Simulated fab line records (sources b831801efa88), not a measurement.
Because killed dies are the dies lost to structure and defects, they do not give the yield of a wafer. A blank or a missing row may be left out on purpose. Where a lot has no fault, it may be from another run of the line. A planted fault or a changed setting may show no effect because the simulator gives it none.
One fault seen from 2 desks || flow gf180mcu || what lay behind the numbers comes last; until then each desk has only its own

== AT THE TOOL OWNER'S DESK: cmp-01 ==
The tool's own readings at GF_V5_CMP_26 (polishes, stops on SiO2, t overpolish 15 s, target thk 0 nm): means of the sampled wafers that have a number, for each lot that ran on this tool. The brackets show how far a lot's mean lies from the usual mean; more than 4 standard deviations puts the lot out of limits, marked OUT.
Columns: A = motor-current-A at GF_V5_CMP_26, usual 10.5 A; B = overpolish-run-s at GF_V5_CMP_26, usual 15.001 s; C = retaining-ring-pressure-frac at GF_V5_CMP_26, usual 1.000; D = slurry-filter-dp-kPa at GF_V5_CMP_26, usual 13.50 kPa; E = time-to-endpoint-s at GF_V5_CMP_26, usual 88 s
{"lot": "L338", "first seen here": "day 27 03:56", "A": 10.5, "B": 15.000, "C": 0.995, "D": 13.40, "E": 92}
{"lot": "L339", "first seen here": "day 27 06:19", "A": 9.7, "B": 14.996, "C": 1.001, "D": 13.34, "E": 95}
{"lot": "L340", "first seen here": "day 27 14:37", "A": 10.7, "B": 15.000, "C": 1.003, "D": 13.55, "E": 89}
{"lot": "L341", "first seen here": "day 28 13:17", "A": 10.6, "B": 15.001, "C": 0.993, "D": 13.44, "E": 91}
{"lot": "L344", "first seen here": "day 29 06:17", "A": 9.8, "B": 15.004, "C": 1.001, "D": 13.33, "E": 92}
{"lot": "L343", "first seen here": "day 29 09:48", "A": 10.1, "B": 14.997, "C": 1.008, "D": 13.57, "E": 87}
{"lot": "L347", "first seen here": "day 29 23:38", "A": 10.1, "B": 15.007, "C": 0.997, "D": 13.43, "E": 91}
{"lot": "L348", "first seen here": "day 30 09:44", "A": 9.6, "B": 14.998, "C": 0.996, "D": 13.59, "E": "50 (-6.3) OUT"}
{"lot": "L351", "first seen here": "day 31 05:55", "A": 11.2, "B": 15.000, "C": 1.002, "D": 13.60, "E": "52 (-6.1) OUT"}
{"lot": "L361", "first seen here": "day 33 13:37", "A": 10.4, "B": 14.996, "C": 0.997, "D": 13.45, "E": 84}
This desk's finding: out of limits on L348, L351; first on L348, day 30 09:44 (time-to-endpoint-s at GF_V5_CMP_26). In limits: L338, L339, L340, L341, L344, L343, L347, L361.

== AT THE METROLOGY DESK ==
What the gauges read, lot by lot, whatever tool the lot ran on: means of the sampled wafers that have a number. The brackets show how far a lot's mean lies from the usual mean; more than 4 standard deviations puts the lot out of limits, marked OUT.
Columns: A = V5_OVL at GF_V5_OVL_MEAS_15, usual 4 nm; B = TOP_METAL_ALCU_RS at GF_TOP_METAL_RS_MEAS_05, usual 0.0328 ohm/sq
{"lot": "L338", "first seen here": "day 27 02:44", "A": 8, "B": 0.0328}
{"lot": "L339", "first seen here": "day 27 05:04", "A": -0, "B": 0.0328}
{"lot": "L340", "first seen here": "day 27 13:25", "A": 2, "B": 0.0323}
{"lot": "L341", "first seen here": "day 28 12:08", "A": 7, "B": 0.0330}
{"lot": "L342", "first seen here": "day 28 14:01", "A": 8, "B": 0.0329}
{"lot": "L344", "first seen here": "day 29 05:02", "A": 5, "B": 0.0325}
{"lot": "L343", "first seen here": "day 29 08:41", "A": -1, "B": 0.0328}
{"lot": "L347", "first seen here": "day 29 22:26", "A": -2, "B": 0.0327}
{"lot": "L348", "first seen here": "day 30 08:28", "A": 4, "B": 0.0331}
{"lot": "L350", "first seen here": "day 30 16:10", "A": 6, "B": 0.0327}
{"lot": "L351", "first seen here": "day 31 04:49", "A": 6, "B": 0.0322}
{"lot": "L359", "first seen here": "day 32 21:17", "A": 6, "B": 0.0331}
{"lot": "L361", "first seen here": "day 33 12:17", "A": 0, "B": 0.0329}
Finding of this desk: none of the 13 lots has anything out of limits.

== BROUGHT TOGETHER ==
The tool owner's desk had the chance to raise an alarm at day 30 09:44 on L348, L351.
Metrology desk: nothing out of limits seen.
The metrology desk holds a record of L348, L351, inside its limits.
The lots listed all ran GF_V5_CMP_26 on cmp-01.

== WHAT WAS PUT IN BY THE SIMULATOR ==
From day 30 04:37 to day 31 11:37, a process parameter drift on cmp-01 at GF_V5_CMP_26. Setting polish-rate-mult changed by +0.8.
Lots struck among those shown: L348, L351.
Time in hours from fault onset to the first out-of-limits reading at each desk: the tool owner's desk, 5.
